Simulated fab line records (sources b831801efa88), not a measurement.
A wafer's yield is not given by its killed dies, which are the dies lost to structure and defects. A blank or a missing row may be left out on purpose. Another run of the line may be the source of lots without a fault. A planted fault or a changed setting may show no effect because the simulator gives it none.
What tool caused it?	flow sfqLine	at 1 step of a route of 325, 15 lots with 45 wafers sampled

## WHAT THE GAUGES READ, wafer by wafer
The record holds no reading of a measuring or inspecting step that can be judged against a usual standard deviation.

## EACH LOT AND THE TOOL THAT RAN IT (in order: tool; ch and the chambers of the sampled wafers; start)
lot	SFQ_TRILAYER_M3_ETCH_METAL_ETCH_078
L479	rieMetal-03 ch 0,1, day 35 20:46
L481	rieMetal-03 ch 0,1, day 36 23:49
L482	rieMetal-02 ch 0,1, day 37 01:03
L483	rieMetal-02 ch 0,1, day 38 15:40
L484	rieMetal-02 ch 0,1, day 38 19:08
L485	rieMetal-02 ch 0,1, day 39 08:20
L492	rieMetal-04 ch 0,1, day 41 20:59
L493	rieMetal-02 ch 0, day 42 12:44
L494	rieMetal-03 ch 0,1, day 42 22:31
L495	rieMetal-04 ch 0,1, day 43 12:36
L496	rieMetal-02 ch 0,1, day 44 15:55
L498	rieMetal-02 ch 0,1, day 51 23:34
L500	rieMetal-02 ch 0,1, day 52 06:49
L501	rieMetal-02 ch 0,1, day 52 09:10
L502	rieMetal-04 ch 0,1, day 52 11:34
- SFQ_TRILAYER_M3_ETCH_METAL_ETCH_078: etches Nb in Cl2/Ar, stops on SiO2, target depth 240 nm, time 120 s.

## WHAT THE TOOLS THEMSELVES READ (means of the sampled wafers that have a number; where no wafer has one, the mark that the record gives instead)
SFQ_TRILAYER_M3_ETCH_METAL_ETCH_078.
lot	tool	drypumpMotorCurrentA (A)	oesProductAu (a.u.)	runLengthS (s)
L479	rieMetal-03	5.24	0.887	148.5
L481	rieMetal-03	5.24	0.902	148.6
L482	rieMetal-02	5.73	0.898	148.7
L483	rieMetal-02	5.71	0.840	165.6
L484	rieMetal-02	5.81	0.866	157.1
L485	rieMetal-02	5.80	0.832	165.5
L492	rieMetal-04	5.28	0.905	147.9
L493	rieMetal-02	5.63	0.901	148.7
L494	rieMetal-03	5.43	0.886	148.3
L495	rieMetal-04	5.40	0.892	148.1
L496	rieMetal-02	5.80	0.897	148.4
L498	rieMetal-02	5.82	0.892	148.5
L500	rieMetal-02	5.73	0.894	148.9
L501	rieMetal-02	5.73	0.897	148.8
L502	rieMetal-04	5.28	0.908	147.9

## THE ANSWER, worked out from the rows above alone
Rule: the lots themselves supply what counts as usual. The widest of any qualifying gaps counts: lots, ordered by their means at a reading, are off when they make up no more than a third of the lots, leave a main group of 4 or more, and stand apart from it by 3 or more times the standard deviation of that group's means. A main group is skipped when, at the precision printed for the reading in the tables above, its means are all equal. A lot without any number at a reading at which 4 lots or more have one is off too. The other lots that the step has rows for count as sound. Order of review: gauges by route order, followed by the tools' own readings, for which a lot's mean as printed above is used. At the first step where some lot is off, the reading lying furthest off is the one used; lots without a number count as furthest.
Off at SFQ_TRILAYER_M3_ETCH_METAL_ETCH_078 (runLengthS): L483, L484, L485. The main group has a mean of 148.4 s with a standard deviation of 0.32.
If a tool, at that step or one of the process steps before it, ran each lot that is off and ran no sound lot following the first of them, it fits. None of those tried fits.

## WHAT THE SIMULATOR HAD PUT IN
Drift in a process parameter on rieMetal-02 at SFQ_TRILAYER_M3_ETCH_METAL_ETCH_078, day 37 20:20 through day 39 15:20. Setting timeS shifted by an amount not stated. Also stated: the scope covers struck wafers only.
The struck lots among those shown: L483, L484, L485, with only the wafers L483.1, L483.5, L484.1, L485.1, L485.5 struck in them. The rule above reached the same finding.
